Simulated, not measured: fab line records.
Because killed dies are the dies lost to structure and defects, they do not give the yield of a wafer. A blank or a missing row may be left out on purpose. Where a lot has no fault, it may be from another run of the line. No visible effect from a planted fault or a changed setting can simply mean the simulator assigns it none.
Chamber matching | flow gf180mcu | rie_diel-03 running GF_STI_ETCH_13: 4 sister chambers
The step etches the open film in CHF3/O2, stops on Si, target depth 282.31 nm, time 112.9 s. 8 wafers are shown with their chamber, then 9 later ones without.

WAFERS, EACH WITH ITS CHAMBER
wafer  | chamber | drypump_motor_current_A (A) | throttle_valve_pct (%)
L478.6 | 0       | 5.2                         | 8.809
L481.2 | 1       | 5.1                         | 8.805
L491.1 | 1       | 5.1                         | 8.827
L491.3 | 3       | 5.4                         | 8.801
L491.4 | 2       | 5.3                         | 8.806
L492.1 | 2       | 5.3                         | 8.809
L492.2 | 0       | 5.3                         | 8.811
L492.4 | 3       | 5.4                         | 8.803

WAFERS MISSING THEIR CHAMBER
wafer  | drypump_motor_current_A (A) | throttle_valve_pct (%)
L496.1 | 5.3                         | 8.788
L496.2 | 5.3                         | 8.823
L496.4 | 5.4                         | 8.803
L498.1 | 5.3                         | 8.798
L498.2 | 5.1                         | 8.809
L498.6 | 5.2                         | 8.803
L500.1 | 5.1                         | 8.799
L500.3 | 5.3                         | 8.810
L500.4 | 5.4                         | 8.818

WHICH CHAMBER EACH WENT THROUGH
wafer  | from the rows above          | in truth
L496.1 | can't be placed: 2 or 0 or 3 | 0
L496.2 | can't be placed: 2 or 0 or 3 | 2
L496.4 | 3                            | 3
L498.1 | can't be placed: 2 or 0 or 3 | 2
L498.2 | 1                            | 1
L498.6 | can't be placed: 0 or 2 or 1 | 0
L500.1 | 1                            | 1
L500.3 | can't be placed: 2 or 0      | 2
L500.4 | can't be placed: 3 or 2      | 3
Placed correctly: 3 of 9. Not placeable from these rows: 6 (in 6, the candidates include the true chamber). Number placed wrongly: 0.
How it was worked out, from the rows above alone: a wafer's distance from a chamber is the root of the sum, over the readings, of the square of ((its reading less the chamber's mean) divided by the reading's scatter). If the next closest chamber is less than 2 further off than the closest, the wafer can't be placed; otherwise it belongs to the closest. A chamber's mean is the mean of its shown wafers. The scatter: the root of (the sum of the squares of (reading less its chamber's mean) over the shown wafers, divided by (wafers less chambers)).
